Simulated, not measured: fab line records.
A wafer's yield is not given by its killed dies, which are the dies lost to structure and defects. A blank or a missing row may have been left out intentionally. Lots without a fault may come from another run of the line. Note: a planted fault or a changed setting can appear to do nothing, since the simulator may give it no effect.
Which tool was responsible? || flow sky130 || 12 lots with 36 wafers sampled at 5 steps, on a route of 708 steps

## WHAT THE GAUGES READ, wafer by wafer
The record lacks any reading of a measuring or inspecting step that a usual standard deviation could be used to judge.

## WHICH TOOL RAN EACH LOT (tool, then ch and the chambers of the sampled wafers, then the start)
{"lot": "L681", "SKY_VIA3_CMP_24": "cmp-01 ch 0,1,2, day 40 20:14", "SKY_METAL4_SPUTTER_03": "pvd-sputter-02, day 40 20:31", "SKY_METAL4_SPUTTER_04": "pvd-sputter-02, day 40 20:32", "SKY_METAL5_SPUTTER_04": "pvd-sputter-02, day 43 22:14", "SKY_PAD_OPEN_PROBE_99": "-"}
{"lot": "L680", "SKY_VIA3_CMP_24": "cmp-01 ch 0,1,3, day 40 23:33", "SKY_METAL4_SPUTTER_03": "pvd-sputter-01, day 40 23:50", "SKY_METAL4_SPUTTER_04": "pvd-sputter-01, day 40 23:52", "SKY_METAL5_SPUTTER_04": "pvd-sputter-04, day 44 01:25", "SKY_PAD_OPEN_PROBE_99": "prober-02, day 46 21:06"}
{"lot": "L683", "SKY_VIA3_CMP_24": "cmp-02 ch 0,1,2, day 41 03:34", "SKY_METAL4_SPUTTER_03": "pvd-sputter-01, day 41 03:58", "SKY_METAL4_SPUTTER_04": "pvd-sputter-01, day 41 03:59", "SKY_METAL5_SPUTTER_04": "pvd-sputter-02, day 44 05:08", "SKY_PAD_OPEN_PROBE_99": "prober-01, day 47 00:48"}
{"lot": "L682", "SKY_VIA3_CMP_24": "cmp-02 ch 0,3, day 41 03:55", "SKY_METAL4_SPUTTER_03": "pvd-sputter-02, day 41 04:16", "SKY_METAL4_SPUTTER_04": "pvd-sputter-02, day 41 04:17", "SKY_METAL5_SPUTTER_04": "pvd-sputter-03, day 44 06:29", "SKY_PAD_OPEN_PROBE_99": "-"}
{"lot": "L684", "SKY_VIA3_CMP_24": "cmp-01 ch 0,1,3, day 41 09:59", "SKY_METAL4_SPUTTER_03": "pvd-sputter-01, day 41 10:22", "SKY_METAL4_SPUTTER_04": "pvd-sputter-01, day 41 10:23", "SKY_METAL5_SPUTTER_04": "pvd-sputter-04, day 44 11:24", "SKY_PAD_OPEN_PROBE_99": "-"}
{"lot": "L685", "SKY_VIA3_CMP_24": "cmp-02 ch 0,1,2, day 41 11:45", "SKY_METAL4_SPUTTER_03": "pvd-sputter-01, day 41 12:08", "SKY_METAL4_SPUTTER_04": "pvd-sputter-01, day 41 12:10", "SKY_METAL5_SPUTTER_04": "pvd-sputter-02, day 44 12:20", "SKY_PAD_OPEN_PROBE_99": "prober-02, day 47 07:06"}
{"lot": "L686", "SKY_VIA3_CMP_24": "cmp-02 ch 0,3, day 42 00:19", "SKY_METAL4_SPUTTER_03": "pvd-sputter-03, day 42 00:43", "SKY_METAL4_SPUTTER_04": "pvd-sputter-03, day 42 00:44", "SKY_METAL5_SPUTTER_04": "pvd-sputter-02, day 44 23:29", "SKY_PAD_OPEN_PROBE_99": "prober-01, day 47 16:09"}
{"lot": "L687", "SKY_VIA3_CMP_24": "cmp-01 ch 0,1,2, day 42 13:38", "SKY_METAL4_SPUTTER_03": "pvd-sputter-03, day 42 13:55", "SKY_METAL4_SPUTTER_04": "pvd-sputter-03, day 42 13:56", "SKY_METAL5_SPUTTER_04": "pvd-sputter-02, day 45 13:12", "SKY_PAD_OPEN_PROBE_99": "prober-01, day 48 05:45"}
{"lot": "L693", "SKY_VIA3_CMP_24": "cmp-01 ch 0,2, day 44 03:59", "SKY_METAL4_SPUTTER_03": "pvd-sputter-02, day 44 04:23", "SKY_METAL4_SPUTTER_04": "pvd-sputter-02, day 44 04:24", "SKY_METAL5_SPUTTER_04": "pvd-sputter-02, day 47 00:13", "SKY_PAD_OPEN_PROBE_99": "-"}
{"lot": "L699", "SKY_VIA3_CMP_24": "cmp-01 ch 0,1,3, day 45 10:30", "SKY_METAL4_SPUTTER_03": "pvd-sputter-01, day 45 10:47", "SKY_METAL4_SPUTTER_04": "pvd-sputter-01, day 45 10:49", "SKY_METAL5_SPUTTER_04": "pvd-sputter-02, day 48 04:18", "SKY_PAD_OPEN_PROBE_99": "prober-01, day 50 12:08"}
{"lot": "L698", "SKY_VIA3_CMP_24": "cmp-01 ch 1,2, day 45 10:53", "SKY_METAL4_SPUTTER_03": "pvd-sputter-03, day 45 11:16", "SKY_METAL4_SPUTTER_04": "pvd-sputter-03, day 45 11:17", "SKY_METAL5_SPUTTER_04": "pvd-sputter-03, day 48 04:58", "SKY_PAD_OPEN_PROBE_99": "prober-02, day 50 14:00"}
{"lot": "L702", "SKY_VIA3_CMP_24": "cmp-02 ch 0,3, day 47 02:02", "SKY_METAL4_SPUTTER_03": "pvd-sputter-03, day 47 02:25", "SKY_METAL4_SPUTTER_04": "pvd-sputter-03, day 47 02:26", "SKY_METAL5_SPUTTER_04": "pvd-sputter-03, day 49 12:58", "SKY_PAD_OPEN_PROBE_99": "prober-02, day 51 14:40"}
- SKY_VIA3_CMP_24: polishes, stops on SiO2, t overpolish 20 s, target thk 0 nm.
- SKY_METAL4_SPUTTER_03: material Ti, target thk 5 nm, time 3.3 s.
- SKY_METAL4_SPUTTER_04: material TiN, target thk 70 nm, time 58.3 s.
- SKY_METAL5_SPUTTER_04: material TiN, target thk 70 nm, time 58.3 s.
- SKY_PAD_OPEN_PROBE_99

## WHAT THE TOOLS THEMSELVES READ (means of the sampled wafers that have a number; where no wafer has one, the mark that the record gives instead)
SKY_VIA3_CMP_24.
{"lot": "L681", "tool": "cmp-01", "motor-current-A (A)": 12.0, "overpolish-run-s (s)": 20.001, "time-to-endpoint-s (s)": 99}
{"lot": "L680", "tool": "cmp-01", "motor-current-A (A)": 11.7, "overpolish-run-s (s)": 19.995, "time-to-endpoint-s (s)": 97}
{"lot": "L683", "tool": "cmp-02", "motor-current-A (A)": 11.0, "overpolish-run-s (s)": 20.003, "time-to-endpoint-s (s)": 93}
{"lot": "L682", "tool": "cmp-02", "motor-current-A (A)": 11.5, "overpolish-run-s (s)": 20.010, "time-to-endpoint-s (s)": 97}
{"lot": "L684", "tool": "cmp-01", "motor-current-A (A)": 11.4, "overpolish-run-s (s)": 19.992, "time-to-endpoint-s (s)": 101}
{"lot": "L685", "tool": "cmp-02", "motor-current-A (A)": 11.2, "overpolish-run-s (s)": 20.005, "time-to-endpoint-s (s)": 93}
{"lot": "L686", "tool": "cmp-02", "motor-current-A (A)": 11.5, "overpolish-run-s (s)": 19.998, "time-to-endpoint-s (s)": 95}
{"lot": "L687", "tool": "cmp-01", "motor-current-A (A)": 12.0, "overpolish-run-s (s)": 20.003, "time-to-endpoint-s (s)": 101}
{"lot": "L693", "tool": "cmp-01", "motor-current-A (A)": 11.8, "overpolish-run-s (s)": 19.995, "time-to-endpoint-s (s)": 96}
{"lot": "L699", "tool": "cmp-01", "motor-current-A (A)": 12.0, "overpolish-run-s (s)": 19.992, "time-to-endpoint-s (s)": 96}
{"lot": "L698", "tool": "cmp-01", "motor-current-A (A)": 12.9, "overpolish-run-s (s)": 19.995, "time-to-endpoint-s (s)": 94}
{"lot": "L702", "tool": "cmp-02", "motor-current-A (A)": 11.1, "overpolish-run-s (s)": 20.009, "time-to-endpoint-s (s)": 98}

SKY_METAL4_SPUTTER_03.
{"lot": "L681", "tool": "pvd-sputter-02", "throttle-valve-pct (%)": 28.7}
{"lot": "L680", "tool": "pvd-sputter-01", "throttle-valve-pct (%)": 29.8}
{"lot": "L683", "tool": "pvd-sputter-01", "throttle-valve-pct (%)": 30.7}
{"lot": "L682", "tool": "pvd-sputter-02", "throttle-valve-pct (%)": 29.6}
{"lot": "L684", "tool": "pvd-sputter-01", "throttle-valve-pct (%)": 30.6}
{"lot": "L685", "tool": "pvd-sputter-01", "throttle-valve-pct (%)": 30.5}
{"lot": "L686", "tool": "pvd-sputter-03", "throttle-valve-pct (%)": 29.5}
{"lot": "L687", "tool": "pvd-sputter-03", "throttle-valve-pct (%)": 29.7}
{"lot": "L693", "tool": "pvd-sputter-02", "throttle-valve-pct (%)": 29.6}
{"lot": "L699", "tool": "pvd-sputter-01", "throttle-valve-pct (%)": 30.1}
{"lot": "L698", "tool": "pvd-sputter-03", "throttle-valve-pct (%)": 29.6}
{"lot": "L702", "tool": "pvd-sputter-03", "throttle-valve-pct (%)": 29.3}

SKY_METAL4_SPUTTER_04.
{"lot": "L681", "tool": "pvd-sputter-02", "throttle-valve-pct (%)": 28.8}
{"lot": "L680", "tool": "pvd-sputter-01", "throttle-valve-pct (%)": 30.0}
{"lot": "L683", "tool": "pvd-sputter-01", "throttle-valve-pct (%)": 30.4}
{"lot": "L682", "tool": "pvd-sputter-02", "throttle-valve-pct (%)": 29.7}
{"lot": "L684", "tool": "pvd-sputter-01", "throttle-valve-pct (%)": 30.7}
{"lot": "L685", "tool": "pvd-sputter-01", "throttle-valve-pct (%)": 30.6}
{"lot": "L686", "tool": "pvd-sputter-03", "throttle-valve-pct (%)": 29.5}
{"lot": "L687", "tool": "pvd-sputter-03", "throttle-valve-pct (%)": 29.9}
{"lot": "L693", "tool": "pvd-sputter-02", "throttle-valve-pct (%)": 29.5}
{"lot": "L699", "tool": "pvd-sputter-01", "throttle-valve-pct (%)": 30.1}
{"lot": "L698", "tool": "pvd-sputter-03", "throttle-valve-pct (%)": 29.6}
{"lot": "L702", "tool": "pvd-sputter-03", "throttle-valve-pct (%)": 29.5}

SKY_METAL5_SPUTTER_04.
{"lot": "L681", "tool": "pvd-sputter-02", "throttle-valve-pct (%)": 28.7}
{"lot": "L680", "tool": "pvd-sputter-04", "throttle-valve-pct (%)": 29.5}
{"lot": "L683", "tool": "pvd-sputter-02", "throttle-valve-pct (%)": 28.5}
{"lot": "L682", "tool": "pvd-sputter-03", "throttle-valve-pct (%)": 29.5}
{"lot": "L684", "tool": "pvd-sputter-04", "throttle-valve-pct (%)": 30.1}
{"lot": "L685", "tool": "pvd-sputter-02", "throttle-valve-pct (%)": 29.6}
{"lot": "L686", "tool": "pvd-sputter-02", "throttle-valve-pct (%)": 28.8}
{"lot": "L687", "tool": "pvd-sputter-02", "throttle-valve-pct (%)": 28.4}
{"lot": "L693", "tool": "pvd-sputter-02", "throttle-valve-pct (%)": 29.7}
{"lot": "L699", "tool": "pvd-sputter-02", "throttle-valve-pct (%)": 29.4}
{"lot": "L698", "tool": "pvd-sputter-03", "throttle-valve-pct (%)": 29.9}
{"lot": "L702", "tool": "pvd-sputter-03", "throttle-valve-pct (%)": 29.3}

SKY_PAD_OPEN_PROBE_99.
{"lot": "L680", "tool": "prober-02", "defect-limited-yield (%)": 81.7, "killed_at_M0_to_M3": 44, "killed_at_M4_up": 1.7, "killed-at-contacts": 28, "killed-at-front-end": 17, "killed-at-other": 0.0, "killed-dies": 90, "killed-on-rim": 15, "killed-open": 54, "killed-short": 36, "sort_bin_3_pad_short (%)": 0.9, "sort_bin_5_function (%)": 10.9, "sort_bin_6_memory (%)": 6.6, "sort-n-pass": 402, "sort-yield-pct (%)": 81.7}
{"lot": "L683", "tool": "prober-01", "defect-limited-yield (%)": 82.9, "killed_at_M0_to_M3": 44, "killed_at_M4_up": 4.0, "killed-at-contacts": 25, "killed-at-front-end": 11, "killed-at-other": 0.7, "killed-dies": 84, "killed-on-rim": 18, "killed-open": 45, "killed-short": 39, "sort_bin_3_pad_short (%)": 0.9, "sort_bin_5_function (%)": 9.2, "sort_bin_6_memory (%)": 6.9, "sort-n-pass": 408, "sort-yield-pct (%)": 82.9}
{"lot": "L685", "tool": "prober-02", "defect-limited-yield (%)": 82.2, "killed_at_M0_to_M3": 53, "killed_at_M4_up": 2.3, "killed-at-contacts": 21, "killed-at-front-end": 11, "killed-at-other": 0.3, "killed-dies": 88, "killed-on-rim": 20, "killed-open": 47, "killed-short": 40, "sort_bin_3_pad_short (%)": 0.7, "sort_bin_5_function (%)": 10.1, "sort_bin_6_memory (%)": 7.0, "sort-n-pass": 404, "sort-yield-pct (%)": 82.2}
{"lot": "L686", "tool": "prober-01", "defect-limited-yield (%)": 83.8, "killed_at_M0_to_M3": 44, "killed_at_M4_up": 2.7, "killed-at-contacts": 20, "killed-at-front-end": 12, "killed-at-other": 0.7, "killed-dies": 80, "killed-on-rim": 16, "killed-open": 45, "killed-short": 35, "sort_bin_3_pad_short (%)": 0.8, "sort_bin_5_function (%)": 9.7, "sort_bin_6_memory (%)": 5.7, "sort-n-pass": 412, "sort-yield-pct (%)": 83.8}
{"lot": "L687", "tool": "prober-01", "defect-limited-yield (%)": 82.9, "killed_at_M0_to_M3": 44, "killed_at_M4_up": 2.0, "killed-at-contacts": 24, "killed-at-front-end": 14, "killed-at-other": 0.3, "killed-dies": 84, "killed-on-rim": 11, "killed-open": 49, "killed-short": 35, "sort_bin_3_pad_short (%)": 0.9, "sort_bin_5_function (%)": 9.6, "sort_bin_6_memory (%)": 6.6, "sort-n-pass": 408, "sort-yield-pct (%)": 82.9}
{"lot": "L699", "tool": "prober-01", "defect-limited-yield (%)": 56.6, "killed_at_M0_to_M3": 177, "killed_at_M4_up": 1.7, "killed-at-contacts": 20, "killed-at-front-end": 15, "killed-at-other": 0.0, "killed-dies": 213, "killed-on-rim": 36, "killed-open": 41, "killed-short": 30, "sort_bin_3_pad_short (%)": 2.1, "sort_bin_5_function (%)": 27.8, "sort_bin_6_memory (%)": 13.4, "sort-n-pass": 279, "sort-yield-pct (%)": 56.6}
{"lot": "L698", "tool": "prober-02", "defect-limited-yield (%)": 58.7, "killed_at_M0_to_M3": 172, "killed_at_M4_up": 5.3, "killed-at-contacts": 16, "killed-at-front-end": 10, "killed-at-other": 0.0, "killed-dies": 203, "killed-on-rim": 38, "killed-open": 34, "killed-short": 31, "sort_bin_3_pad_short (%)": 2.8, "sort_bin_5_function (%)": 25.3, "sort_bin_6_memory (%)": 13.1, "sort-n-pass": 289, "sort-yield-pct (%)": 58.7}
{"lot": "L702", "tool": "prober-02", "defect-limited-yield (%)": 81.6, "killed_at_M0_to_M3": 43, "killed_at_M4_up": 5.7, "killed-at-contacts": 24, "killed-at-front-end": 18, "killed-at-other": 0.3, "killed-dies": 91, "killed-on-rim": 16, "killed-open": 55, "killed-short": 36, "sort_bin_3_pad_short (%)": 0.9, "sort_bin_5_function (%)": 11.2, "sort_bin_6_memory (%)": 6.3, "sort-n-pass": 401, "sort-yield-pct (%)": 81.6}

## THE ANSWER, worked out from the rows above alone
Rule: the usual values come from the lots themselves. The widest of any qualifying gaps counts: lots, ordered by their means at a reading, are off when they make up no more than a third of the lots, leave a main group of 4 or more, and stand apart from it by 3 or more times the standard deviation of that group's means. A main group whose means are all the same, to the digits that the tables above print for the reading, isn't used. A lot without any number at a reading at which 4 lots or more have one is off too. Any other lot the step has rows for is counted as sound. After the gauges, taken in route order, come the tools' own readings; for these a lot's mean is taken, as printed above. The first step at which some lot is off is used, and at that step the reading that is off furthest; a lot without a number counts as furthest.
Off, at SKY_PAD_OPEN_PROBE_99 on killed_at_M0_to_M3: L699, L698. The main group: mean 45, standard deviation 3.4. Neither off nor sound, because the step has no rows for them: L681, L682, L684, L693.
A tool fits if, at that step or a process step before it, it ran every lot that is off, and no sound lot after the first of them. One fits: SKY_VIA3_CMP_24 on cmp-01. A fault onset in the window from L687 (day 42 13:38, its last sound lot) to L699 (day 45 10:30, its first lot off) fits.

## WHAT HAD BEEN PUT IN BY THE SIMULATOR
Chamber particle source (cmp-01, SKY_VIA3_CMP_24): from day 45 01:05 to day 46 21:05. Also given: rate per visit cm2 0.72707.
Struck lots among those shown: L699, L698. The rule above found the same.
